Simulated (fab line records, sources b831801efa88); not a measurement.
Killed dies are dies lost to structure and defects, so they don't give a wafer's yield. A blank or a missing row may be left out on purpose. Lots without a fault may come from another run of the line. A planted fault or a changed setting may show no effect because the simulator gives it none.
fab line records | flow sky130
record lots=12 wafers=34 last_day=50
route steps=708 shown FIELD_ISO@14 NWELL@34 DNWELL@44 PAD_OPEN@708
lots that met no fault: from a run of the same line without faults
start_h: hours from the record's first day to the start of the lot's first wafer shown | wait_h: hours since the lot's step before | " the same as in the row above | L1.1+2: a row that stands for several wafers | - no value, or no start given | * or withheld: withheld | < > ~ a bound
route shown NAME@n: a module of which the file shows steps, and the number in the route of the first | usual: mean/standard deviation of fault-free wafers | same: alike in all rows | chamber/n: place in a boat | sites: the reading at each site | _std_site: their standard deviation | _edge_site: outer sites' mean less inner sites' | radius_mm: how far each site lies from the wafer's centre | mask NAME#n: copy n | behind: the tool/chamber that last shaped the wafer | hold: why the lot was held/for how many hours/how that ended | device: the transistor (n, p or np) that didn't switch | end of line: the same wafers' tests at the end of the route | a step without rows: its recipe alone | killed: dies lost to structure and defects at the first sort, not the wafer's yield | map: a wafer's dies, x killed, . not, _ none there
set.NAME: the setting as run; set.NAME@STEP: as run at that earlier step | model.NAME: the simulator's own value behind a step, which no gauge read
steps of the route over a sample of lots; a table a step, a row a wafer
services: from which hour (start_h, from the record's first day; less than 0 if before it) a tool's chamber was out of use, for how many hours, and why
## steps
# step SKY_FIELD_ISO_CD_MEAS_13
# recipe target_cd_nm=150
# usual cd_nm=149.6/1.7
# columns lot.wafer tool chamber start_h wait_h cd_nm
L692.1 cd_sem-01 - 38.75 - 150.1
L692.3 " - " " 152.5
L692.4 " - " " 151.6
L693.1 cd_sem-02 - 45.47 - 150.2
L693.2 " - " " 149.6
L693.6 " - " " 149.7
L694.1 cd_sem-02 - 54.20 - 150.0
L694.3 " - " " 148.3
L694.4 " - " " 149.7
L698.1 cd_sem-01 - 68.87 - 150.6
L698.3 " - " " 150.0
L698.5 " - " " 150.7
L699.1 cd_sem-02 - 74.47 - 151.5
L699.2 " - " " 152.9
L699.3 " - " " 152.0
L701.2 cd_sem-02 - 85.39 - 146.6
L701.5 " - " " 146.5
L701.6 " - " " 146.3
L702.2 cd_sem-02 - 90.24 - 150.2
L702.3 " - " " 150.6
L702.6 " - " " 151.3
L706.1 cd_sem-02 - 113.65 - 151.3
L706.2 " - " " 148.4
L706.4 " - " " 148.2
L707.2 cd_sem-02 - 116.72 - 149.7
L707.4 " - " " 149.7
L707.5 " - " " 149.0
L708.1 cd_sem-01 - 123.60 - 151.6
L712.2 cd_sem-01 - 142.79 - 148.3
L712.3 " - " " 147.8
L712.4 " - " " 148.6
L713.2 cd_sem-02 - 147.37 - 150.6
L713.3 " - " " 150.2
L713.4 " - " " 150.7
# step SKY_FIELD_ISO_CVD_24
# recipe material=SiO2 target_thk_nm=595 temp_c=650 sigma_open_frac=0.3 time_s=99.2 sih4_flow_sccm=60 pressure_mtorr=6
# usual pressure_mtorr=6.001/0.013 sih4_flow_sccm=59.99/0.18 susceptor_temp_C=650.0/0.31
# columns lot.wafer tool chamber start_h wait_h pressure_mtorr sih4_flow_sccm susceptor_temp_C
L692.1 hdpcvd-01 2 42.36 0.1 6.016 60.03 649.8
L692.3 " 0 " " 5.992 59.76 649.9
L692.4 " 2 " " 6.017 60.13 649.9
L693.1 hdpcvd-02 0 47.87 0.1 6.001 59.80 649.4
L693.2 " 1 " " 5.989 60.26 649.7
L693.6 " 1 " " 6.016 60.14 650.0
L694.1 hdpcvd-01 2 56.10 0.1 5.998 60.03 649.7
L694.3 " 1 " " 6.023 60.01 650.1
L694.4 " 2 " " 6.017 60.14 649.8
L698.1 hdpcvd-01 1 70.90 0.1 6.007 60.11 649.6
L698.3 " 0 " " 5.995 59.82 650.0
L698.5 " 1 " " 5.998 59.71 650.3
L699.1 hdpcvd-01 0 77.42 0.1 6.007 59.78 650.2
L699.2 " 2 " " 5.998 59.94 649.8
L699.3 " 1 " " 6.004 59.96 649.4
L701.2 hdpcvd-02 0 87.37 0.0 6.002 59.98 650.1
L701.5 " 0 " " 5.991 59.81 649.9
L701.6 " 1 " " 6.020 60.12 650.5
L702.2 hdpcvd-02 2 93.36 0.0 6.011 60.09 650.6
L702.3 " 0 " " 6.010 59.94 649.8
L702.6 " 0 " " 6.023 59.91 649.6
L706.1 hdpcvd-01 1 115.54 0.1 5.990 59.81 650.2
L706.2 " 0 " " 5.991 59.90 650.3
L706.4 " 0 " " 5.985 59.59 650.0
L707.2 hdpcvd-02 0 118.60 0.0 5.984 59.98 650.6
L707.4 " 2 " " 6.035 59.87 650.0
L707.5 " 1 " " 6.007 59.79 650.1
L708.1 hdpcvd-01 0 125.49 0.1 5.987 60.19 650.4
L712.2 hdpcvd-02 0 144.67 0.0 6.007 60.11 649.9
L712.3 " 1 " " 5.997 60.10 649.9
L712.4 " 2 " " 5.997 59.78 650.1
L713.2 hdpcvd-02 2 149.42 0.0 6.004 59.92 649.4
L713.3 " 1 " " 6.007 60.11 650.0
L713.4 " 1 " " 5.997 60.07 650.2
# step SKY_FIELD_ISO_THK_MEAS_25
# recipe reads=SiO2_of_FIELD_ISO_CVD_24
# usual FIELD_ISO_CVD_24_THK=595/6.1
# columns lot.wafer tool chamber start_h wait_h hold FIELD_ISO_CVD_24_THK[nm]
L692.1 film_metro-03 - 42.43 0.0 - 602
L692.3 " - " " - 603
L692.4 " - " " - 598
L693.1 film_metro-02 - 47.94 0.0 - 593
L693.2 " - " " - 603
L693.6 " - " " - 599
L694.1 film_metro-02 - 56.17 0.0 - 585
L694.3 " - " " - 584
L694.4 " - " " - 594
L698.1 film_metro-02 - 70.97 0.0 - 600
L698.3 " - " " - 611
L698.5 " - " " - 601
L699.1 film_metro-04 - 77.50 0.0 - 592
L699.2 " - " " - 593
L699.3 " - " " - 588
L701.2 film_metro-02 - 87.46 0.0 - 577
L701.5 " - " " - 585
L701.6 " - " " - 591
L702.2 film_metro-04 - 93.44 0.0 - 594
L702.3 " - " " - 589
L702.6 " - " " - 595
L706.1 film_metro-04 - 115.62 0.0 await_dispo/0.2h/release 456
L706.2 " - " " await_dispo/0.2h/release 461
L706.4 " - " " await_dispo/0.2h/release 588
L706.1 film_metro-04 - 115.84 0.2 - 456
L706.2 " - " " - 461
L706.4 " - " " - 589
L707.2 film_metro-03 - 118.68 0.0 - 586
L707.4 " - " " - 590
L707.5 " - " " - 597
L708.1 film_metro-02 - 125.57 0.0 await_dispo/0.2h/release 468
L708.1 film_metro-02 - 125.79 0.2 - 468
L712.2 film_metro-04 - 144.75 0.0 - 599
L712.3 " - " " - 603
L712.4 " - " " - 604
L713.2 film_metro-04 - 149.50 0.0 - 604
L713.3 " - " " - 598
L713.4 " - " " - 599
# step SKY_FIELD_ISO_CMP_27
# recipe stop_on=Si3N4 t_overpolish_s=16 down_force_psi=4 platen_rpm=60 target_thk_nm=457.8 pad_velocity_m_s=0.94248
# usual motor_current_A=12.2/1.3 slurry_flow_ml_min=150.0/0.42 time_to_endpoint_s=115/3.9
# columns lot.wafer tool chamber start_h wait_h motor_current_A slurry_flow_ml_min time_to_endpoint_s
L692.4 cmp-02 0 46.38 0.2 13.4 149.9 117
L692.3 " 1 " " 14.6 149.8 122
L692.1 " 3 " " 12.0 150.6 118
L693.2 cmp-01 2 50.55 0.1 10.4 150.4 118
L693.1 " 0 " " 12.3 150.9 114
L693.6 " 1 " " 12.4 149.3 116
L694.3 cmp-01 3 58.76 0.1 13.3 150.0 112
L694.1 " 0 " " 11.5 150.4 112
L694.4 " 1 " " 11.9 150.0 114
L698.3 cmp-01 3 73.23 0.1 13.3 149.9 119
L698.1 " 0 " " 11.9 149.6 115
L698.5 " 2 " " 10.5 149.5 123
L699.1 cmp-02 0 80.51 0.3 13.9 150.2 112
L699.3 " 1 " " 15.1 150.2 114
L699.2 " 2 " " 12.1 149.7 110
L701.2 cmp-01 1 90.07 0.1 12.2 150.1 117
L701.6 " 2 " " 10.4 149.7 120
L701.5 " 3 " " 12.8 150.0 120
L702.3 cmp-02 3 94.99 0.0 11.6 150.5 110
L702.2 " 1 " " 14.7 149.7 106
L702.6 " 3 " " 11.7 150.4 109
L707.4 cmp-01 1 120.55 0.3 11.9 150.2 115
L707.2 " 2 " " 11.1 150.6 115
L707.5 " 0 " " 12.0 150.2 112
L706.4 cmp-01 2 120.98 0.0 10.4 150.1 111
L706.2 " 0 " " 11.1 149.3 87
L706.1 " 1 " " 12.5 150.2 90
L708.1 cmp-02 0 130.29 0.1 13.2 150.2 89
L712.2 cmp-02 2 146.78 0.0 11.6 150.5 117
L712.3 " 3 " " 11.8 149.7 117
L712.4 " 0 " " 13.7 150.6 119
L713.4 cmp-02 3 151.05 0.0 12.1 148.6 115
L713.2 " 1 " " 15.2 150.1 119
L713.3 " 2 " " 12.2 149.8 112
# step SKY_NWELL_THK_MEAS_02
# recipe reads=SiO2_of_NWELL_OXIDATION_01
# usual NWELL_OXIDATION_THK=9.96/0.22
# columns lot.wafer tool chamber start_h wait_h NWELL_OXIDATION_THK[nm]
L692.1 film_metro-04 - 49.00 0.0 10.04
L692.3 " - " " 10.14
L692.4 " - " " 10.04
L693.1 film_metro-02 - 53.03 0.0 10.04
L693.2 " - " " 9.96
L693.6 " - " " 10.07
L694.1 film_metro-04 - 61.64 0.0 10.20
L694.3 " - " " 10.39
L694.4 " - " " 10.24
L698.1 film_metro-02 - 75.49 0.0 10.30
L698.3 " - " " 9.99
L698.5 " - " " 9.89
L699.1 film_metro-01 - 84.06 0.0 9.93
L699.2 " - " " 9.90
L699.3 " - " " 9.83
L701.2 film_metro-01 - 92.69 0.0 9.66
L701.5 " - " " 9.69
L701.6 " - " " 9.87
L702.2 film_metro-02 - 98.04 0.0 9.80
L702.3 " - " " 9.88
L702.6 " - " " 9.74
L706.1 film_metro-04 - 123.80 0.0 10.22
L706.2 " - " " 10.23
L706.4 " - " " 10.12
L707.2 film_metro-02 - 123.81 0.0 10.07
L707.4 " - " " 9.93
L707.5 " - " " 10.04
L708.1 film_metro-02 - 133.16 0.0 9.90
L712.2 film_metro-01 - 149.09 0.0 10.39
L712.3 " - " " 10.17
L712.4 " - " " 10.28
L713.2 film_metro-04 - 153.87 0.0 9.71
L713.3 " - " " 9.68
L713.4 " - " " 9.85
# step SKY_DNWELL_TW_MEAS_09
# usual DNWELL_TW=1105/11
# columns lot.wafer tool chamber start_h wait_h DNWELL_TW
L692.1 film_metro-04 - 65.30 0.1 1087
L692.3 " - " " 1084
L692.4 " - " " 1087
L693.1 film_metro-04 - 68.42 0.1 1090
L693.2 " - " " 1095
L693.6 " - " " 1095
L694.1 film_metro-02 - 78.37 0.1 1113
L694.3 " - " " 1116
L694.4 " - " " 1117
L698.1 film_metro-04 - 92.75 0.1 1113
L698.3 " - " " 1116
L698.5 " - " " 1113
L699.1 film_metro-01 - 100.55 0.1 1093
L699.2 " - " " 1095
L699.3 " - " " 1094
L701.2 film_metro-01 - 110.18 0.1 1090
L701.5 " - " " 1101
L701.6 " - " " 1093
L702.2 film_metro-04 - 116.93 0.1 1099
L702.3 " - " " 1102
L702.6 " - " " 1101
L706.1 film_metro-01 - 138.55 0.1 1104
L706.2 " - " " 1098
L706.4 " - " " 1100
L707.2 film_metro-04 - 142.61 0.1 1108
L707.4 " - " " 1110
L707.5 " - " " 1112
L708.1 film_metro-01 - 149.50 0.1 1101
L712.2 film_metro-02 - 169.06 0.1 1118
L712.3 " - " " 1115
L712.4 " - " " 1116
L713.2 film_metro-01 - 174.38 0.1 1093
L713.3 " - " " 1096
L713.4 " - " " 1099
# step SKY_PAD_OPEN_PROBE_99
# usual killed_at_M0_to_M3=44/6.8 killed_at_M4_up=3.4/2 killed_at_contacts=24/5.2 killed_at_front_end=15/5.2 killed_at_other=0.2/0.46 killed_dies=87/9.8 killed_open=47/7.5 killed_short=39/6.8
# same gross_dies=492 killed_at_back_side=0
# columns lot.wafer tool chamber start_h wait_h killed_at_M0_to_M3 killed_at_M4_up killed_at_contacts killed_at_front_end killed_at_other killed_dies killed_open killed_short
L692.1 prober-02 - 1089.34 0.1 47 5 28 10 1 91 44 47
L692.3 prober-02 - 1089.44 0.2 51 2 30 21 0 104 51 53
L692.4 prober-02 - 1089.49 0.2 43 3 28 20 0 94 56 38
L693.1 prober-01 - 1095.38 0.1 35 3 26 29 1 94 51 43
L693.2 prober-01 - 1095.43 0.1 35 2 23 18 0 78 44 34
L693.6 prober-01 - 1095.63 0.2 41 3 19 17 0 80 44 36
L694.1 prober-02 - 1103.16 0.1 54 2 26 10 0 92 58 34
L694.3 prober-02 - 1103.26 0.2 54 5 19 11 0 89 54 35
L694.4 prober-02 - 1103.31 0.2 47 8 34 13 1 103 48 55
L698.1 prober-02 - 1124.41 0.1 50 4 26 16 0 96 56 40
L698.3 prober-02 - 1124.51 0.2 33 2 22 8 0 65 42 23
L698.5 prober-02 - 1124.61 0.2 35 3 31 10 2 81 42 39
L699.1 prober-01 - 1129.68 0.1 40 2 28 16 0 86 48 38
L699.2 prober-01 - 1129.73 0.1 53 3 16 17 0 89 45 44
L699.3 prober-01 - 1129.78 0.2 36 6 23 18 0 83 40 43
L702.2 prober-01 - 1146.75 0.1 38 5 25 22 0 90 51 39
L702.3 prober-01 - 1146.80 0.2 44 5 19 13 0 81 39 42
L702.6 prober-01 - 1146.95 0.2 39 1 24 20 0 84 48 36
L701.2 prober-02 - 1148.02 0.1 46 3 25 18 1 93 54 39
L701.5 prober-02 - 1148.17 0.2 50 3 24 17 1 95 57 38
L701.6 prober-02 - 1148.22 0.2 48 5 23 19 0 95 62 33
L706.1 prober-02 - 1165.87 0.1 47 2 19 13 0 81 47 34
L706.2 prober-02 - 1165.92 0.1 49 1 19 10 1 80 43 37
L706.4 prober-02 - 1166.02 0.2 40 4 23 14 0 81 46 35
L707.2 prober-01 - 1172.97 0.1 39 4 34 18 0 95 57 38
L707.4 prober-01 - 1173.07 0.2 32 5 21 13 0 71 44 27
L707.5 prober-01 - 1173.12 0.2 50 4 22 14 0 90 45 45
L708.1 prober-02 - 1178.35 0.1 48 1 19 16 1 85 57 28
L712.2 prober-02 - 1192.25 0.1 44 2 27 14 0 87 48 39
L712.3 prober-02 - 1192.30 0.2 44 2 26 12 0 84 42 42
L712.4 prober-02 - 1192.35 0.2 53 2 34 19 0 108 52 56
L713.2 prober-01 - 1196.54 0.1 48 4 30 13 0 95 49 46
L713.3 prober-01 - 1196.59 0.2 53 3 23 14 0 93 57 36
L713.4 prober-01 - 1196.64 0.2 52 7 22 12 2 95 51 44
# killed by level:class
L692.1 VIA1:geometric_particle:open=14 METAL1:geometric_particle:short=11 LI_CONTACT:geometric_particle:open=8 LOCAL_INTERCONNECT:geometric_particle:short=6 CONTACT:geometric_particle:open=6 CONTACT:geometric_particle:short=5 VIA1:geometric_particle:short=4 METAL2:geometric_particle:short=4
L692.3 LI_CONTACT:geometric_particle:open=10 CONTACT:geometric_particle:open=10 METAL1:geometric_particle:short=10 VIA1:geometric_particle:short=8 VIA2:geometric_particle:open=8 VIA1:geometric_particle:open=7 CONTACT:geometric_particle:short=6 POLY_GATE:geometric_particle:short=5
L692.4 CONTACT:geometric_particle:open=14 VIA1:geometric_particle:open=13 POLY_GATE:geometric_particle:short=8 FIELD_ISO:geometric_particle:open=6 LI_CONTACT:geometric_particle:open=6 CONTACT:geometric_particle:short=5 VIA2:geometric_particle:short=5 VIA2:geometric_particle:open=5
L693.1 CONTACT:geometric_particle:open=9 FIELD_ISO:geometric_particle:open=8 LI_CONTACT:geometric_particle:open=8 FIELD_ISO:geometric_particle:short=7 VIA1:geometric_particle:open=7 METAL1:geometric_particle:short=5 METAL2:geometric_particle:short=5 POLY_GATE:geometric_particle:open=4
L693.2 VIA1:geometric_particle:open=13 CONTACT:geometric_particle:open=11 METAL1:geometric_particle:short=7 FIELD_ISO:geometric_particle:short=4 VIA3:geometric_particle:open=4 LI_CONTACT:geometric_particle:open=4 FIELD_ISO:geometric_particle:open=3 POLY_GATE:geometric_particle:open=3
L693.6 CONTACT:geometric_particle:open=10 VIA2:geometric_particle:open=10 VIA1:geometric_particle:open=8 POLY_GATE:geometric_particle:short=7 VIA3:geometric_particle:open=6 METAL1:geometric_particle:short=5 FIELD_ISO:geometric_particle:open=4 FIELD_ISO:geometric_particle:short=4
L694.1 VIA1:geometric_particle:open=20 LI_CONTACT:geometric_particle:open=10 CONTACT:geometric_particle:open=7 VIA1:geometric_particle:short=6 VIA2:geometric_particle:short=5 METAL2:geometric_particle:short=5 LOCAL_INTERCONNECT:geometric_particle:open=4 METAL1:geometric_particle:short=4
L694.3 VIA1:geometric_particle:open=11 VIA3:geometric_particle:open=10 CONTACT:geometric_particle:open=8 METAL1:geometric_particle:short=6 VIA2:geometric_particle:open=6 LI_CONTACT:geometric_particle:open=5 METAL1:geometric_particle:open=4 VIA1:geometric_particle:short=4
L694.4 CONTACT:geometric_particle:open=12 VIA1:geometric_particle:short=11 LI_CONTACT:geometric_particle:open=9 LI_CONTACT:geometric_particle:short=8 VIA1:geometric_particle:open=7 VIA2:geometric_particle:open=7 METAL1:geometric_particle:short=6 FIELD_ISO:geometric_particle:short=5
L698.1 CONTACT:geometric_particle:open=16 VIA1:geometric_particle:open=16 CONTACT:geometric_particle:short=7 VIA1:geometric_particle:short=7 METAL3:geometric_particle:short=5 METAL1:geometric_particle:short=5 POLY_GATE:geometric_particle:short=4 VIA2:geometric_particle:open=4
L698.3 CONTACT:geometric_particle:open=12 VIA2:geometric_particle:open=8 VIA1:geometric_particle:open=6 VIA1:geometric_particle:short=5 LI_CONTACT:geometric_particle:open=4 METAL1:geometric_particle:short=3 POLY_GATE:geometric_particle:open=3 LI_CONTACT:geometric_particle:short=3
L698.5 CONTACT:geometric_particle:open=13 VIA1:geometric_particle:open=8 VIA1:geometric_particle:short=7 VIA2:geometric_particle:open=7 POLY_GATE:geometric_particle:short=6 LI_CONTACT:geometric_particle:open=6 CONTACT:geometric_particle:short=6 METAL1:geometric_particle:short=5
L699.1 VIA1:geometric_particle:open=9 CONTACT:geometric_particle:open=8 METAL2:geometric_particle:short=8 LI_CONTACT:geometric_particle:open=8 FIELD_ISO:geometric_particle:short=5 FIELD_ISO:geometric_particle:open=5 LOCAL_INTERCONNECT:geometric_particle:short=5 VIA2:geometric_particle:open=5
L699.2 VIA1:geometric_particle:open=13 VIA3:geometric_particle:open=8 METAL2:geometric_particle:short=7 LOCAL_INTERCONNECT:geometric_particle:short=7 POLY_GATE:geometric_particle:open=6 VIA2:geometric_particle:open=5 POLY_GATE:geometric_particle:short=4 CONTACT:geometric_particle:open=4
L699.3 CONTACT:geometric_particle:open=9 FIELD_ISO:geometric_particle:short=7 VIA1:geometric_particle:short=6 VIA3:geometric_particle:open=6 VIA1:geometric_particle:open=6 FIELD_ISO:geometric_particle:open=5 LOCAL_INTERCONNECT:geometric_particle:short=4 CONTACT:geometric_particle:short=4
L702.2 CONTACT:geometric_particle:open=13 FIELD_ISO:geometric_particle:open=7 VIA1:geometric_particle:open=7 VIA3:geometric_particle:open=6 LI_CONTACT:geometric_particle:open=6 METAL2:geometric_particle:short=6 FIELD_ISO:geometric_particle:short=5 POLY_GATE:geometric_particle:short=5
L702.3 VIA1:geometric_particle:open=14 VIA2:geometric_particle:open=6 VIA1:geometric_particle:short=6 CONTACT:geometric_particle:open=6 LI_CONTACT:geometric_particle:open=5 METAL2:geometric_particle:short=5 METAL4:geometric_particle:short=5 FIELD_ISO:geometric_particle:short=4
L702.6 LI_CONTACT:geometric_particle:open=9 VIA1:geometric_particle:open=9 VIA3:geometric_particle:open=7 VIA1:geometric_particle:short=6 POLY_GATE:geometric_particle:open=5 VIA2:geometric_particle:open=5 CONTACT:geometric_particle:open=5 FIELD_ISO:geometric_particle:short=4
L701.2 CONTACT:geometric_particle:open=11 LI_CONTACT:geometric_particle:open=10 VIA1:geometric_particle:open=9 METAL1:geometric_particle:short=8 VIA2:geometric_particle:open=7 VIA2:geometric_particle:short=6 FIELD_ISO:geometric_particle:short=5 POLY_GATE:geometric_particle:open=5
L701.5 VIA2:geometric_particle:open=14 CONTACT:geometric_particle:open=9 VIA1:geometric_particle:open=7 LI_CONTACT:geometric_particle:open=6 VIA3:geometric_particle:open=6 VIA2:geometric_particle:short=5 POLY_GATE:geometric_particle:short=4 LI_CONTACT:geometric_particle:short=4
L701.6 VIA1:geometric_particle:open=15 VIA2:geometric_particle:open=9 CONTACT:geometric_particle:open=8 FIELD_ISO:geometric_particle:short=5 LI_CONTACT:geometric_particle:open=5 METAL1:geometric_particle:open=5 SPACER:geometric_particle:open=4 LOCAL_INTERCONNECT:geometric_particle:short=4
L706.1 VIA1:geometric_particle:open=21 VIA1:geometric_particle:short=6 CONTACT:geometric_particle:open=6 VIA2:geometric_particle:open=5 CONTACT:geometric_particle:short=5 METAL1:geometric_particle:short=5 FIELD_ISO:geometric_particle:short=4 LI_CONTACT:geometric_particle:open=4
L706.2 VIA1:geometric_particle:open=21 VIA1:geometric_particle:short=8 METAL2:geometric_particle:short=8 CONTACT:geometric_particle:open=7 LI_CONTACT:geometric_particle:open=5 CONTACT:geometric_particle:short=5 METAL1:geometric_particle:short=5 POLY_GATE:geometric_particle:short=3
L706.4 VIA1:geometric_particle:open=10 CONTACT:geometric_particle:open=8 LI_CONTACT:geometric_particle:open=6 VIA1:geometric_particle:short=6 VIA3:geometric_particle:open=6 LI_CONTACT:geometric_particle:short=5 FIELD_ISO:geometric_particle:short=3 POLY_GATE:geometric_particle:short=3
L707.2 CONTACT:geometric_particle:open=15 VIA1:geometric_particle:open=13 LI_CONTACT:geometric_particle:open=8 VIA2:geometric_particle:open=8 LOCAL_INTERCONNECT:geometric_particle:short=5 FIELD_ISO:geometric_particle:open=4 POLY_GATE:geometric_particle:short=4 CONTACT:geometric_particle:short=4
L707.4 CONTACT:geometric_particle:open=7 POLY_GATE:geometric_particle:open=6 CONTACT:geometric_particle:short=6 VIA1:geometric_particle:open=6 VIA2:geometric_particle:open=6 LI_CONTACT:geometric_particle:open=5 VIA3:geometric_particle:open=4 METAL1:geometric_particle:short=4
L707.5 VIA1:geometric_particle:open=9 LI_CONTACT:geometric_particle:open=7 METAL1:geometric_particle:short=6 CONTACT:geometric_particle:open=6 POLY_GATE:geometric_particle:short=5 CONTACT:geometric_particle:short=5 VIA2:geometric_particle:open=5 VIA1:geometric_particle:short=4
L708.1 VIA1:geometric_particle:open=14 VIA3:geometric_particle:open=11 CONTACT:geometric_particle:open=10 VIA2:geometric_particle:open=5 POLY_GATE:geometric_particle:short=5 POLY_GATE:geometric_particle:open=5 METAL3:geometric_particle:short=5 LI_CONTACT:geometric_particle:open=5
L712.2 VIA1:geometric_particle:short=11 CONTACT:geometric_particle:open=10 VIA1:geometric_particle:open=9 VIA2:geometric_particle:open=8 LI_CONTACT:geometric_particle:open=7 CONTACT:geometric_particle:short=5 VIA2:geometric_particle:short=5 POLY_GATE:geometric_particle:short=4
L712.3 VIA1:geometric_particle:open=14 CONTACT:geometric_particle:open=8 CONTACT:geometric_particle:short=7 LI_CONTACT:geometric_particle:open=6 METAL2:geometric_particle:short=5 VIA3:geometric_particle:open=5 FIELD_ISO:geometric_particle:short=4 VIA2:geometric_particle:open=4
L712.4 METAL1:geometric_particle:short=15 VIA1:geometric_particle:open=12 CONTACT:geometric_particle:open=12 LI_CONTACT:geometric_particle:open=11 CONTACT:geometric_particle:short=8 VIA1:geometric_particle:short=6 FIELD_ISO:geometric_particle:short=5 POLY_GATE:geometric_particle:short=5
L713.2 LI_CONTACT:geometric_particle:open=10 VIA1:geometric_particle:open=10 VIA3:geometric_particle:open=7 VIA2:geometric_particle:open=7 CONTACT:geometric_particle:short=6 LOCAL_INTERCONNECT:geometric_particle:short=6 VIA1:geometric_particle:short=5 METAL1:geometric_particle:short=5
L713.3 VIA1:geometric_particle:open=16 VIA3:geometric_particle:open=9 CONTACT:geometric_particle:open=7 LI_CONTACT:geometric_particle:open=6 CONTACT:geometric_particle:short=6 VIA1:geometric_particle:short=5 VIA2:geometric_particle:open=5 METAL3:geometric_particle:short=5
L713.4 VIA1:geometric_particle:open=13 VIA3:geometric_particle:open=11 CONTACT:geometric_particle:open=8 METAL1:geometric_particle:short=7 CONTACT:geometric_particle:short=6 VIA2:geometric_particle:open=5 VIA3:geometric_particle:short=5 VIA1:geometric_particle:short=4
## services
# columns tool chamber start_h hours kind
cmp-01 - 28.41 8.0 pm
cmp-02 - 36.18 0.8 repair
cmp-02 - 41.41 4.0 repair
cmp-02 - 56.56 0.5 repair
cmp-02 - 57.33 0.5 repair
cmp-02 - 64.00 4.0 pm
hdpcvd-02 - 66.75 15.0 pm
hdpcvd-02 0 66.75 15.0 vent_cycle
hdpcvd-02 1 66.75 15.0 vent_cycle
hdpcvd-02 2 66.75 15.0 vent_cycle
cmp-02 - 68.00 - consumable_replace:conditioner
cmp-02 - 68.00 - consumable_replace:pad
hdpcvd-02 2 73.70 3.3 repair
cmp-01 - 76.57 6.0 pm
hdpcvd-01 1 80.45 4.6 repair
hdpcvd-02 0 81.75 - clean
hdpcvd-02 1 81.75 - clean
hdpcvd-02 2 81.75 - clean
cmp-02 - 99.30 2.0 repair
cmp-02 - 117.18 6.2 pm
## key
first_sign step=SKY_FIELD_ISO_THK_MEAS_25 reading=visit direction=added
effect step=SKY_FIELD_ISO_THK_MEAS_25 reading=FIELD_ISO_CVD_24_THK direction=down sigmas=22 usual=595 struck=462
effect step=SKY_FIELD_ISO_CMP_27 reading=time_to_endpoint_s direction=down sigmas=6.7 usual=* struck=*
met_at SKY_FIELD_ISO_CVD_24
struck_lots L706,L708
struck_wafers L706.1,L706.2,L708.1
tester_left_out L706,L708
not_acting_at SKY_FIELD_ISO_CD_MEAS_13,SKY_NWELL_THK_MEAS_02,SKY_DNWELL_TW_MEAS_09
onset_between 77.42 115.54
fault kind=process_parameter_drift tool=hdpcvd-01 chamber=- onset_h=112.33 steps=SKY_FIELD_ISO_CVD_24 channel=target_thk_nm offset=-134.2 shape=step end_h=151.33 scope=struck_wafers_only acts_in=these_recipes_only stated=595
# tester_left_out: of these lots the tester's yield and bins aren't shown, on N5 and GAA mostly nor the transistor test; their killed dies are dies lost to structure and defects alone, not to doping, threshold or leakage, so they don't give the yield
